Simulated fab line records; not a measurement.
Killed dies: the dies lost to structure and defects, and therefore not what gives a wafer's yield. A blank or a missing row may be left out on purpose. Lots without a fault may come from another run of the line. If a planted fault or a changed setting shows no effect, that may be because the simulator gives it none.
fab line records	flow sky130
record: lots: 5	wafers: 14	last-day: 50
route steps=708 shown VIA2@527 METAL3@532 CAPM@537 PAD_OPEN@708
lots with no fault: from the same line, run without faults
start-h: start of the lot's first displayed wafer, in hours after the record's first day	wait-h: hours elapsed since this lot's preceding step	" repeats the value in the row above	L1.1+2: a row that stands for several wafers	- either no value or no given start	* or withheld: withheld	< > ~ a bound
route shown NAME@n: a module of which the file shows steps, and the number in the route of the first	usual: average and standard deviation across the fault-free wafers	same: alike in all rows	chamber/n: place in a boat	sites: each site's reading	_std_site: the standard deviation of these	_edge_site: inner sites' mean taken away from outer sites' mean	radius-mm: how far each site lies from the wafer's centre	mask NAME#n: copy n	behind: the most recent tool/chamber to have shaped the wafer	hold: reason for holding the lot/hours on hold/outcome of the hold	device: the transistor (n, p or np) that didn't switch	end of line: the same wafers' tests at the end of the route	for a step that has no rows: nothing shown but its recipe	killed: dies lost to structure and defects at the first sort, not the wafer's yield	map: shows each die of a wafer: x if killed, . if not, _ if none is there
set.NAME: setting as actually run; set.NAME@STEP: the setting as run at that earlier step	model.NAME: the simulator's own value behind a step, which no gauge read
lots seen at some steps along the route; tables by step, rows by wafer
services: the hour from which a tool's chamber was out of use, counted from the record's first day as start-h (under 0 if before that day), plus the number of hours and why
== steps ==
step: SKY_VIA2_SPUTTER_20
recipe: material: TiN	target-thk-nm: 20	chamber-pressure-pa: 5	power-w: 4000	time-s: 80
usual: throttle-valve-pct: 29.1/1
lot.wafer	tool	chamber	start-h	wait-h	throttle-valve-pct
L855.1	pvd-sputter-03	-	863.85	0.0	29.6
L855.4	"	-	"	"	27.2
L855.5	"	-	"	"	29.4
L859.1	pvd-sputter-03	-	890.67	0.0	27.0
L859.2	"	-	"	"	29.6
L859.3	"	-	"	"	29.4
L868.1	pvd-sputter-01	-	952.78	0.0	30.7
L868.6	"	-	"	"	28.9
L875.1	pvd-sputter-02	-	992.66	0.0	30.8
L875.2	"	-	"	"	29.7
L875.5	"	-	"	"	29.9
L876.1	pvd-sputter-03	-	996.51	0.0	29.2
L876.3	"	-	"	"	27.2
L876.5	"	-	"	"	29.2
step: SKY_VIA2_CVD_21
recipe: material: W	target-thk-nm: 420	time-s: 126.4	temp-c: 400	pressure-torr: 40
step: SKY_VIA2_RS_MEAS_22
recipe: thk-meas-gauge: four-point-probe	reads: W_of_VIA2_CVD_21+TiN_of_VIA2_SPUTTER_20
usual: VIA2_W_RS: 0.275/0.0031
lot.wafer	tool	chamber	start-h	wait-h	VIA2_W_RS[ohm/sq]
L855.1	film-metro-04	-	864.04	0.1	0.276
L855.4	"	-	"	"	0.273
L855.5	"	-	"	"	0.277
L859.1	film-metro-04	-	890.86	0.1	0.278
L859.2	"	-	"	"	0.277
L859.3	"	-	"	"	0.277
L868.1	film-metro-02	-	952.97	0.1	0.274
L868.6	"	-	"	"	0.269
L875.1	film-metro-01	-	992.86	0.1	0.274
L875.2	"	-	"	"	0.271
L875.5	"	-	"	"	0.269
L876.1	film-metro-01	-	996.71	0.1	0.278
L876.3	"	-	"	"	0.274
L876.5	"	-	"	"	0.276
step: SKY_VIA2_THK_MEAS_23
recipe: thk-meas-gauge: xrf	reads: W_of_VIA2_CVD_21
usual: VIA2_W_THK: 399/5.3
lot.wafer	tool	chamber	start-h	wait-h	VIA2_W_THK[nm]
L855.1	film-metro-04	-	864.16	0.1	391
L855.4	"	-	"	"	397
L855.5	"	-	"	"	389
L859.1	film-metro-04	-	890.98	0.1	393
L859.2	"	-	"	"	393
L859.3	"	-	"	"	393
L868.1	film-metro-02	-	953.09	0.1	399
L868.6	"	-	"	"	408
L875.1	film-metro-01	-	992.98	0.1	401
L875.2	"	-	"	"	410
L875.5	"	-	"	"	408
L876.1	film-metro-01	-	996.83	0.1	396
L876.3	"	-	"	"	402
L876.5	"	-	"	"	394
step: SKY_VIA2_CMP_24
recipe: stop-on: SiO2	t-overpolish-s: 20	down-force-psi: 3.5	platen-rpm: 60	target-thk-nm: 0	pad-velocity-m-s: 0.94248
step: SKY_METAL3_SPUTTER_00
recipe: material: Ti	target-thk-nm: 15	power-w: 3000	time-s: 10	chamber-pressure-pa: 0.4
usual: throttle-valve-pct: 29.8/0.93
lot.wafer	tool	chamber	start-h	wait-h	throttle-valve-pct
L855.1	pvd-sputter-02	-	864.55	0.2	29.8
L855.4	"	-	"	"	28.9
L855.5	"	-	"	"	29.0
L859.1	pvd-sputter-02	-	891.34	0.1	29.8
L859.2	"	-	"	"	28.9
L859.3	"	-	"	"	30.7
L868.1	pvd-sputter-04	-	953.45	0.2	29.3
L868.6	"	-	"	"	30.9
L875.1	pvd-sputter-03	-	993.34	0.2	29.4
L875.2	"	-	"	"	27.2
L875.5	"	-	"	"	27.0
L876.1	pvd-sputter-02	-	997.19	0.1	29.8
L876.3	"	-	"	"	30.7
L876.5	"	-	"	"	30.9
step: SKY_METAL3_SPUTTER_01
recipe: material: TiN	target-thk-nm: 20	power-w: 6500	time-s: 16.7	chamber-pressure-pa: 0.4
usual: throttle-valve-pct: 29.8/0.94
lot.wafer	tool	chamber	start-h	wait-h	throttle-valve-pct
L855.1	pvd-sputter-02	-	864.57	0.0	30.0
L855.4	"	-	"	"	28.8
L855.5	"	-	"	"	29.1
L859.1	pvd-sputter-02	-	891.36	0.0	29.8
L859.2	"	-	"	"	28.7
L859.3	"	-	"	"	30.7
L868.1	pvd-sputter-04	-	953.48	0.0	29.4
L868.6	"	-	"	"	31.2
L875.1	pvd-sputter-03	-	993.36	0.0	29.3
L875.2	"	-	"	"	27.1
L875.5	"	-	"	"	27.1
L876.1	pvd-sputter-02	-	997.21	0.0	30.1
L876.3	"	-	"	"	31.0
L876.5	"	-	"	"	30.8
step: SKY_METAL3_SPUTTER_02
recipe: material: AlCu	target-thk-nm: 735	power-w: 10600	time-s: 39.1	chamber-pressure-pa: 0.4
step: SKY_METAL3_SPUTTER_03
recipe: material: Ti	target-thk-nm: 5	power-w: 3000	time-s: 3.3	chamber-pressure-pa: 0.4
step: SKY_METAL3_SPUTTER_04
recipe: material: TiN	target-thk-nm: 70	power-w: 6500	time-s: 58.3	chamber-pressure-pa: 0.4
step: SKY_CAPM_CVD_00
recipe: material: SiO2	target-thk-nm: 15.5	temp-c: 400	time-s: withheld	rf-w: 450
step: SKY_CAPM_THK_MEAS_01
recipe: reads: SiO2_of_CAPM_CVD_00
usual: CAPM_CVD_00_THK: 15.39/0.25
lot.wafer	tool	chamber	start-h	wait-h	CAPM_CVD_00_THK[nm]
L855.1	film-metro-03	-	864.72	-	15.85
L855.4	"	-	"	"	15.57
L855.5	"	-	"	"	15.83
L859.1	film-metro-02	-	891.52	-	15.38
L859.2	"	-	"	"	15.26
L859.3	"	-	"	"	15.21
L868.1	film-metro-03	-	953.63	-	15.12
L868.6	"	-	"	"	15.54
L875.1	film-metro-03	-	993.51	-	15.08
L875.2	"	-	"	"	15.50
L875.5	"	-	"	"	15.60
L876.1	film-metro-02	-	997.36	-	15.52
L876.3	"	-	"	"	15.40
L876.5	"	-	"	"	15.57
step: SKY_CAPM_SPUTTER_02
recipe: material: TiN	target-thk-nm: 200	temp-c: 300	power-w: 6500	time-s: 166.7	chamber-pressure-pa: 0.4
usual: throttle-valve-pct: 29.3/1
lot.wafer	tool	chamber	start-h	wait-h	throttle-valve-pct	model.TiN_of_CAPM_SPUTTER_02.thk-nm
L855.1	pvd-sputter-01	-	864.78	0.1	31.1	203.8
L855.4	"	-	"	"	29.1	202.7
L855.5	"	-	"	"	28.5	201.8
L859.1	pvd-sputter-01	-	891.58	0.1	29.5	201.2
L859.2	"	-	"	"	29.2	200.8
L859.3	"	-	"	"	31.0	201.5
L868.1	pvd-sputter-03	-	953.69	0.1	29.3	200.1
L868.6	"	-	"	"	27.4	195.1
L875.1	pvd-sputter-01	-	993.57	0.1	31.1	202.5
L875.2	"	-	"	"	28.7	198.9
L875.5	"	-	"	"	29.3	201.1
L876.1	pvd-sputter-04	-	997.42	0.1	29.6	202.2
L876.3	"	-	"	"	31.0	205.5
L876.5	"	-	"	"	31.2	204.5
step: SKY_CAPM_RS_MEAS_03
recipe: thk-meas-gauge: four-point-probe	reads: TiN_of_CAPM_SPUTTER_02
usual: CAPM_TIN_RS: 6.89/0.058
lot.wafer	tool	chamber	start-h	wait-h	CAPM_TIN_RS[ohm/sq]
L855.1	film-metro-04	-	864.89	0.1	6.76
L855.4	"	-	"	"	6.82
L855.5	"	-	"	"	6.84
L859.1	film-metro-03	-	891.69	0.1	6.86
L859.2	"	-	"	"	6.90
L859.3	"	-	"	"	6.86
L868.1	film-metro-04	-	953.80	0.1	6.90
L868.6	"	-	"	"	7.07
L875.1	film-metro-02	-	993.68	0.1	6.84
L875.2	"	-	"	"	6.95
L875.5	"	-	"	"	6.89
L876.1	film-metro-04	-	997.53	0.1	6.83
L876.3	"	-	"	"	6.71
L876.5	"	-	"	"	6.74
step: SKY_CAPM_THK_MEAS_04
recipe: thk-meas-gauge: xrf	reads: TiN_of_CAPM_SPUTTER_02
usual: CAPM_TIN_THK: 200.6/1.8
lot.wafer	tool	chamber	start-h	wait-h	CAPM_TIN_THK[nm]
L855.1	film-metro-04	-	865.01	0.1	203.4
L855.4	"	-	"	"	202.2
L855.5	"	-	"	"	200.7
L859.1	film-metro-03	-	891.81	0.1	200.8
L859.2	"	-	"	"	200.6
L859.3	"	-	"	"	200.9
L868.1	film-metro-04	-	953.92	0.1	201.0
L868.6	"	-	"	"	196.6
L875.1	film-metro-02	-	993.80	0.1	202.1
L875.2	"	-	"	"	198.9
L875.5	"	-	"	"	201.4
L876.1	film-metro-04	-	997.65	0.1	201.6
L876.3	"	-	"	"	205.7
L876.5	"	-	"	"	203.6
step: SKY_CAPM_DEHYDRATE_05
recipe: temp-c: 200	time-s: 60
step: SKY_CAPM_HMDS_06
recipe: prime-time-s: 60	prime-temp-c: 120
step: SKY_CAPM_COAT_07
recipe: resist: NOVOLAK	spin-rpm: 3000	resist-thk-nm: 1140
step: SKY_CAPM_SOFTBAKE_08
recipe: temp-c: 90	time-s: 60	resist: NOVOLAK
step: SKY_CAPM_EXPOSE_09
recipe: mask-id: CAPM	na: 0.6	source-shape: conventional	sigma-outer: 0.6	polarization: unpolarized	target-cd-nm: 1000	dose-mj: 159
step: SKY_CAPM_PEB_10
recipe: temp-c: withheld	time-s: *	resist: NOVOLAK
step: SKY_CAPM_DEVELOP_11
recipe: resist: NOVOLAK	developer: TMAH	develop-time-s: 60	dev-temp-c: 23
step: SKY_CAPM_OVL_MEAS_12
usual: CAPM_OVL: -0.6/1.3
lot.wafer	tool	chamber	start-h	wait-h	CAPM_OVL[nm]
L855.1	overlay-02	-	890.26	0.1	-2.1
L855.4	"	-	"	"	-2.0
L855.5	"	-	"	"	-2.7
L859.1	overlay-01	-	917.48	0.1	0.1
L859.2	"	-	"	"	-1.5
L859.3	"	-	"	"	-0.6
L868.1	overlay-02	-	977.48	0.1	0.3
L868.6	"	-	"	"	-0.8
L875.1	overlay-02	-	1016.58	0.1	-2.2
L875.2	"	-	"	"	-3.2
L875.5	"	-	"	"	-3.1
L876.1	overlay-01	-	1020.63	0.1	1.2
L876.3	"	-	"	"	-0.6
L876.5	"	-	"	"	-1.4
step: SKY_CAPM_METAL_ETCH_13
recipe: target-depth-nm: 220	stop-on: SiO2	chemistry: Cl2/BCl3	target: TiN	pressure-mtorr: 10	icp-w: 900	bias-w: 48.5	Cl2_flow_sccm: 60	bcl3-flow-sccm: 30	time-s: 62.9
usual: drypump-motor-current-A: 5.7/0.54	oes-product-au: 0.942/0.0059	throttle-valve-pct: 21.901/0.0096
lot.wafer	tool	chamber	start-h	wait-h	drypump-motor-current-A	oes-product-au	rf-hours-counter-h	throttle-valve-pct	model.etch.depth-nm	model.CAPM.feature-depth-nm
L855.1	rie-metal-01	0	890.30	0.0	5.5	0.945	4	21.898	203.8	203.8
L855.4	"	0	"	"	5.5	0.947	-	21.896	202.7	202.7
L855.5	"	0	"	"	5.5	0.947	-	21.909	201.8	201.8
L859.1	rie-metal-01	1	917.52	0.0	6.6	0.938	1	21.900	201.2	201.2
L859.2	"	0	"	"	5.5	0.945	5	21.913	200.8	200.8
L859.3	"	1	"	"	6.6	0.943	-	21.900	201.5	201.5
L868.1	rie-metal-02	1	977.52	0.0	5.7	0.948	18	21.903	200.1	200.1
L868.6	"	1	"	"	5.7	0.937	-	21.909	195.1	195.1
L875.1	rie-metal-02	1	1016.62	0.0	5.7	0.956	20	21.906	202.5	202.5
L875.2	"	0	"	"	4.8	0.941	2	21.912	198.9	198.9
L875.5	"	0	"	"	4.8	0.943	-	21.907	201.1	201.1
L876.1	rie-metal-03	0	1020.67	0.0	5.5	0.943	11	21.906	202.2	202.2
L876.3	"	0	"	"	5.5	0.949	-	21.891	205.5	205.5
L876.5	"	0	"	"	5.5	0.952	-	21.889	204.5	204.5
step: SKY_CAPM_STRIP_14
recipe: chemistry: O2/N2	power-w: 1400	pressure-mtorr: 1500	platen-temp-c: withheld	o2-flow-sccm: 3000	n2-flow-sccm: 300	overash-fraction: 0.5
step: SKY_CAPM_STRIP_15
recipe: chemistry: post-etch-residue-remover	time-s: 1200	temp-c: 72.5
step: SKY_CAPM_CLEAN_16
recipe: chemistry: IPA	time-s: 180	temp-c: 25
step: SKY_CAPM_CLEAN_17
recipe: chemistry: O3/DIW	dry: n2-spin
step: SKY_METAL3_DEHYDRATE_05
recipe: temp-c: 200	time-s: 60
step: SKY_METAL3_HMDS_06
recipe: prime-time-s: 60	prime-temp-c: 120
step: SKY_METAL3_COAT_07
recipe: resist: BARC	temp-c: withheld	time-s: withheld	spin-rpm: 3000	resist-thk-nm: 60
step: SKY_METAL3_COAT_08
recipe: resist: KrF-thick	spin-rpm: 3000	resist-thk-nm: 1140
step: SKY_METAL3_SOFTBAKE_09
recipe: temp-c: 100	time-s: 90	resist: KrF-thick
step: SKY_METAL3_EXPOSE_10
recipe: mask-id: MM3	na: 0.68	source-shape: annular	sigma-inner: 0.4	sigma-outer: 0.8	target-cd-nm: 300	dose-mj: 28
step: SKY_METAL3_PEB_11
recipe: peb-temp-c: withheld	peb-time-s: withheld	resist: KrF-thick
step: SKY_METAL3_DEVELOP_12
recipe: develop-time-s: 60	resist: KrF-thick	dev-temp-c: 21
step: SKY_METAL3_CD_MEAS_13
recipe: target-cd-nm: 300
usual: cd-nm: 300.4/1.3
lot.wafer	tool	chamber	start-h	wait-h	cd-nm
L855.1	cd-sem-01	-	916.43	-	299.4
L855.4	"	-	"	"	299.2
L855.5	"	-	"	"	299.4
L859.1	cd-sem-01	-	943.23	-	302.7
L859.2	"	-	"	"	302.5
L859.3	"	-	"	"	303.6
L868.1	cd-sem-02	-	1002.00	-	300.4
L868.6	"	-	"	"	299.7
L875.1	cd-sem-01	-	1040.83	-	298.7
L875.2	"	-	"	"	298.9
L875.5	"	-	"	"	299.6
L876.1	cd-sem-02	-	1044.03	-	300.2
L876.3	"	-	"	"	300.4
L876.5	"	-	"	"	301.6
step: SKY_METAL3_OVL_MEAS_14
usual: METAL3_OVL: 3/5.1
lot.wafer	tool	chamber	start-h	wait-h	METAL3_OVL[nm]
L855.1	overlay-01	-	916.55	0.1	-6
L855.4	"	-	"	"	-7
L855.5	"	-	"	"	-2
L859.1	overlay-02	-	943.35	0.1	6
L859.2	"	-	"	"	8
L859.3	"	-	"	"	4
L868.1	overlay-01	-	1002.12	0.1	-6
L868.6	"	-	"	"	9
L875.1	overlay-02	-	1040.95	0.1	3
L875.2	"	-	"	"	8
L875.5	"	-	"	"	3
L876.1	overlay-01	-	1044.15	0.1	-2
L876.3	"	-	"	"	0
L876.5	"	-	"	"	-1
step: SKY_METAL3_DESCUM_15
recipe: chemistry: O2	source-power-w: 150	bias-power-w: 0	pressure-mtorr: 10	temp-c: 40	time-s: 8
usual: drypump-motor-current-A: 5.5/0.34	oes-product-au: 1.002/0.012
lot.wafer	tool	chamber	start-h	wait-h	drypump-motor-current-A	oes-product-au	rf-hours-counter-h
L855.1	rie-metal-04	1	916.58	0.0	5.8	1.010	16
L855.4	"	0	"	"	5.7	0.999	-
L855.5	"	1	"	"	5.8	1.014	-
L859.1	rie-metal-03	0	943.39	0.0	5.5	1.012	7
L859.2	"	1	"	"	5.1	1.017	11
L859.3	"	1	"	"	5.1	1.016	-
L868.1	rie-metal-02	1	1002.15	0.0	5.7	0.984	19
L868.6	"	1	"	"	5.7	0.973	-
L875.1	rie-metal-03	1	1040.99	0.0	5.1	1.004	16
L875.2	"	0	"	"	5.5	0.999	12
L875.5	"	0	"	"	5.5	1.018	-
L876.1	rie-metal-02	1	1044.19	0.0	5.7	0.972	22
L876.3	"	1	"	"	5.7	0.979	-
L876.5	"	0	"	"	4.8	1.012	-
step: SKY_METAL3_ETCH_16
recipe: chemistry: N2/H2	target: BARC	ion-energy-ev: 200	bias-w: 100	pressure-mtorr: 30	n2-flow-sccm: 100	h2-flow-sccm: 200	icp-w: 500	stop-on: SiO2	time-s: 88.2	target-depth-a: 600
step: SKY_METAL3_ETCH_17
recipe: target: SiO2	stop-on: TiN	chemistry: C4F8/O2/Ar	source-w: 1500	bias-w: 1200	pressure-mtorr: 40	c4f8-flow-sccm: withheld	O2_flow_sccm: 6	Ar_flow_sccm: 300	time-s: 3.9	target-depth-a: 150
step: SKY_METAL3_METAL_ETCH_18
recipe: target-depth-a: 8450	stop-on: SiO2	over-etch-frac: 0.3	time-s: 183.1	chemistry: Cl2/BCl3	resist-sidewall-deg: 88	pressure-mtorr: 10	icp-w: 900	bias-w: 48.5	Cl2_flow_sccm: 60	bcl3-flow-sccm: 30
usual: drypump-motor-current-A: 5.5/0.34	oes-product-au: 0.865/0.0066	throttle-valve-pct: 22.265/0.0077
lot.wafer	tool	chamber	start-h	wait-h	drypump-motor-current-A	oes-product-au	rf-hours-counter-h	throttle-valve-pct
L855.1	rie-metal-02	0	916.73	0.0	4.8	0.860	18	22.253
L855.4	"	0	"	"	4.8	0.874	-	22.273
L855.5	"	0	"	"	4.8	0.869	-	22.266
L859.1	rie-metal-02	0	943.54	0.0	4.8	0.852	19	22.264
L859.2	"	1	"	"	5.7	0.853	15	22.268
L859.3	"	0	"	"	4.8	0.867	-	22.267
L868.1	rie-metal-03	1	1002.30	0.0	5.1	0.863	14	22.253
L868.6	"	1	"	"	5.1	0.877	-	22.264
L875.1	rie-metal-02	0	1041.14	0.0	4.8	0.875	3	22.283
L875.2	"	1	"	"	5.7	0.871	22	22.272
L875.5	"	1	"	"	5.7	0.868	-	22.271
L876.1	rie-metal-03	1	1044.34	0.0	5.1	0.858	16	22.267
L876.3	"	0	"	"	5.6	0.860	-	22.268
L876.5	"	1	"	"	5.1	0.858	-	22.265
step: SKY_METAL3_STRIP_20
recipe: chemistry: post-etch-residue-remover	time-s: 1200	temp-c: 72.5
lot.wafer	tool	chamber	start-h	wait-h	model.TiN_of_CAPM_SPUTTER_02.thk-nm
L855.1	wet-bench-01	1	917.01	0.1	202.9
L855.4	"	1	"	"	201.8
L855.5	"	1	"	"	201
L859.1	wet-bench-01	0	943.81	0.1	200.3
L859.2	"	0	"	"	199.9
L859.3	"	0	"	"	200.7
L868.1	wet-bench-01	2	1002.58	0.1	199.3
L868.6	"	2	"	"	194.3
L875.1	wet-bench-03	3	1041.41	0.1	201.6
L875.2	"	3	"	"	198.1
L875.5	"	3	"	"	200.2
L876.1	wet-bench-04	0	1044.61	0.1	201.4
L876.3	"	0	"	"	204.7
L876.5	"	0	"	"	203.6
step: SKY_PAD_OPEN_PROBE_99
usual: defect-limited-yield: 82.5/1.9	killed_at_M0_to_M3: 43/6.8	killed_at_M4_up: 3.0/1.6	killed-at-contacts: 25/6	killed-at-front-end: 15/4.4	killed-at-other: 0.3/0.52	killed-dies: 86/9.6	killed-open: 47/6.7	killed-short: 39/6.8	sort_bin_3_pad_short: 0.9/0.43	sort_bin_5_function: 10.3/1.5	sort_bin_6_memory: 6.3/1.1	sort-n-pass: 406/9.6	sort-yield-pct: 82.5/1.9
same: gross-dies: 492	killed-at-back-side: 0	sort_bin_4_leakage[%]: 0	sort_bin_8_speed[%]: 0
lot.wafer	tool	chamber	start-h	wait-h	defect-limited-yield[%]	killed_at_M0_to_M3	killed_at_M4_up	killed-at-contacts	killed-at-front-end	killed-at-other	killed-dies	killed-open	killed-short	sort_bin_3_pad_short[%]	sort_bin_5_function[%]	sort_bin_6_memory[%]	sort-n-pass	sort-yield-pct[%]	model.etest.cap-mim.plate-ohm-sq
L855.1	prober-02	-	1088.28	0.1	83.3	43	2	23	14	0	82	50	32	0.2	10.6	5.9	410	83.3	5.899
L855.4	prober-02	-	1088.43	0.2	78.9	51	4	33	16	0	104	55	49	1.2	11.0	8.9	388	78.9	5.931
L855.5	prober-02	-	1088.48	0.2	80.9	47	1	29	17	0	94	54	40	0.8	10.0	8.3	398	80.9	5.942
L859.1	prober-02	-	1109.00	0.1	80.7	50	2	25	17	1	95	53	42	1.0	11.6	6.7	397	80.7	5.997
L859.2	prober-02	-	1109.05	0.1	78.7	37	3	47	18	0	105	64	41	1.2	11.4	8.7	387	78.7	5.94
L859.3	prober-02	-	1109.10	0.2	84.6	34	3	21	17	1	76	39	37	0.8	8.3	6.3	416	84.6	5.951
L868.1	prober-01	-	1158.30	0.1	81.3	38	4	37	13	0	92	48	44	0.8	11.6	6.3	400	81.3	5.981
L868.6	prober-01	-	1158.55	0.2	82.9	42	3	24	15	0	84	44	40	0.6	8.3	8.1	408	82.9	6.167
L875.1	prober-02	-	1186.38	0.1	80.3	53	4	25	15	0	97	52	45	1.2	11.2	7.3	395	80.3	5.969
L875.2	prober-02	-	1186.43	0.1	82.1	43	2	24	19	0	88	45	43	0.6	10.8	6.5	404	82.1	6.013
L875.5	prober-02	-	1186.58	0.2	81.9	46	2	28	13	0	89	55	34	0.4	10.6	7.1	403	81.9	5.973
L876.1	prober-01	-	1190.38	0.1	84.1	40	1	23	14	0	78	39	38	0.4	10.2	5.3	414	84.1	5.963
L876.3	prober-01	-	1190.48	0.2	79.3	45	4	27	26	0	102	54	47	1.0	11.6	8.1	390	79.3	5.848
L876.5	prober-01	-	1190.58	0.2	83.1	37	3	29	13	1	83	47	35	1.2	9.3	6.3	409	83.1	5.881
killed by level:class
L855.1 VIA1:geometric-particle:open=17 VIA3:geometric-particle:open=7 CONTACT:geometric-particle:open=6 LI_CONTACT:geometric-particle:open=6 CONTACT:geometric-particle:short=5 FIELD_ISO:geometric-particle:open=4 LOCAL_INTERCONNECT:geometric-particle:short=4 VIA2:geometric-particle:short=4
L855.4 CONTACT:geometric-particle:open=14 VIA1:geometric-particle:open=11 METAL2:geometric-particle:short=9 VIA2:geometric-particle:open=7 LI_CONTACT:geometric-particle:open=7 CONTACT:geometric-particle:short=6 VIA3:geometric-particle:short=6 VIA2:geometric-particle:short=5
L855.5 LI_CONTACT:geometric-particle:open=11 VIA3:geometric-particle:open=10 CONTACT:geometric-particle:open=9 VIA1:geometric-particle:open=7 FIELD_ISO:geometric-particle:short=6 METAL1:geometric-particle:short=6 VIA1:geometric-particle:short=6 VIA2:geometric-particle:open=5
L859.1 CONTACT:geometric-particle:open=14 VIA1:geometric-particle:open=14 POLY_GATE:geometric-particle:short=7 VIA3:geometric-particle:open=7 VIA2:geometric-particle:open=7 METAL1:geometric-particle:short=6 LI_CONTACT:geometric-particle:open=5 METAL2:geometric-particle:short=5
L859.2 CONTACT:geometric-particle:open=17 CONTACT:geometric-particle:short=11 LI_CONTACT:geometric-particle:open=10 VIA3:geometric-particle:open=8 POLY_GATE:geometric-particle:open=7 VIA1:geometric-particle:open=7 POLY_GATE:geometric-particle:short=6 VIA2:geometric-particle:open=6
L859.3 LI_CONTACT:geometric-particle:open=9 VIA2:geometric-particle:open=9 METAL2:geometric-particle:short=7 FIELD_ISO:geometric-particle:short=5 POLY_GATE:geometric-particle:short=5 VIA1:geometric-particle:open=5 CONTACT:geometric-particle:open=4 LOCAL_INTERCONNECT:geometric-particle:short=3
L868.1 CONTACT:geometric-particle:open=11 VIA1:geometric-particle:open=10 LI_CONTACT:geometric-particle:open=9 CONTACT:geometric-particle:short=6 VIA1:geometric-particle:short=6 LOCAL_INTERCONNECT:geometric-particle:short=5 VIA3:geometric-particle:open=5 FIELD_ISO:geometric-particle:short=4
L868.6 VIA1:geometric-particle:open=11 CONTACT:geometric-particle:open=7 METAL2:geometric-particle:short=7 LOCAL_INTERCONNECT:geometric-particle:short=6 VIA2:geometric-particle:open=6 METAL1:geometric-particle:short=5 POLY_GATE:geometric-particle:short=4 LI_CONTACT:geometric-particle:open=4
L875.1 VIA1:geometric-particle:open=14 CONTACT:geometric-particle:open=13 METAL2:geometric-particle:short=11 VIA3:geometric-particle:open=9 FIELD_ISO:geometric-particle:open=6 LOCAL_INTERCONNECT:geometric-particle:short=6 VIA2:geometric-particle:short=6 CONTACT:geometric-particle:short=5
L875.2 VIA1:geometric-particle:open=8 VIA3:geometric-particle:open=8 CONTACT:geometric-particle:open=7 METAL2:geometric-particle:short=7 LI_CONTACT:geometric-particle:open=6 CONTACT:geometric-particle:short=6 VIA1:geometric-particle:short=5 VIA2:geometric-particle:short=5
L875.5 LI_CONTACT:geometric-particle:open=9 CONTACT:geometric-particle:short=9 VIA2:geometric-particle:open=9 VIA1:geometric-particle:open=9 CONTACT:geometric-particle:open=8 VIA3:geometric-particle:open=6 FIELD_ISO:geometric-particle:open=5 VIA1:geometric-particle:short=5
L876.1 CONTACT:geometric-particle:open=10 VIA2:geometric-particle:open=9 LI_CONTACT:geometric-particle:short=6 VIA1:geometric-particle:short=6 METAL2:geometric-particle:short=5 VIA3:geometric-particle:open=5 POLY_GATE:geometric-particle:short=4 VIA1:geometric-particle:open=4
L876.3 LI_CONTACT:geometric-particle:open=11 VIA1:geometric-particle:open=8 CONTACT:geometric-particle:open=7 VIA3:geometric-particle:open=7 VIA2:geometric-particle:open=7 FIELD_ISO:geometric-particle:short=6 FIELD_ISO:geometric-particle:open=5 METAL1:geometric-particle:short=5
L876.5 CONTACT:geometric-particle:open=12 VIA2:geometric-particle:open=9 VIA1:geometric-particle:open=9 LI_CONTACT:geometric-particle:open=6 LI_CONTACT:geometric-particle:short=5 LOCAL_INTERCONNECT:geometric-particle:short=5 FIELD_ISO:geometric-particle:open=4 METAL1:geometric-particle:short=4
== services ==
tool	chamber	start-h	hours	kind
pvd-sputter-03	-	849.59	5.9	repair
pvd-sputter-01	-	856.72	1.9	repair
rie-metal-04	0	880.78	-	clean
rie-metal-04	0	880.78	16.9	scheduled-down
rie-metal-04	0	880.78	16.9	vent-cycle
rie-metal-01	1	884.01	-	clean
rie-metal-01	1	884.01	16.7	scheduled-down
rie-metal-01	1	884.01	16.7	vent-cycle
rie-metal-04	-	885.56	0.4	repair
rie-metal-04	-	918.65	1.3	repair
wet-bench-03	-	934.10	0.7	repair
rie-metal-02	-	937.76	2.8	pm
rie-metal-01	-	948.34	1.4	pm
rie-metal-02	0	962.56	-	clean
rie-metal-02	0	962.56	23.4	scheduled-down
rie-metal-02	0	962.56	23.4	vent-cycle
wet-bench-03	-	993.08	43.3	pm
rie-metal-04	0	1019.67	4.6	repair
rie-metal-03	-	1024.43	2.8	pm
pvd-sputter-04	-	1029.32	9.2	repair
== key ==
first-sign none at tools or gauges
model-effect: step: SKY_CAPM_SPUTTER_02	value: TiN_of_CAPM_SPUTTER_02.thk-nm	without: 201	struck: 195.1
model-effect: step: SKY_CAPM_METAL_ETCH_13	value: etch.depth-nm	without: 201	struck: 195.1
model-effect: step: SKY_METAL3_STRIP_20	value: TiN_of_CAPM_SPUTTER_02.thk-nm	without: 200.1	struck: 194.3
model-effect: step: SKY_PAD_OPEN_PROBE_99	value: etest.cap-mim.plate-ohm-sq	without: 5.988	struck: 6.167
met-at SKY_CAPM_SPUTTER_02
struck-wafers L868.6
fault: kind: process-parameter-drift	tool: pvd-sputter-03	chamber: -	onset-h: 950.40	steps: SKY_CAPM_SPUTTER_02	channel: time-s	offset: *	shape: step	end-h: 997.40	scope: struck-wafers-only	acts-in: *	stated: *
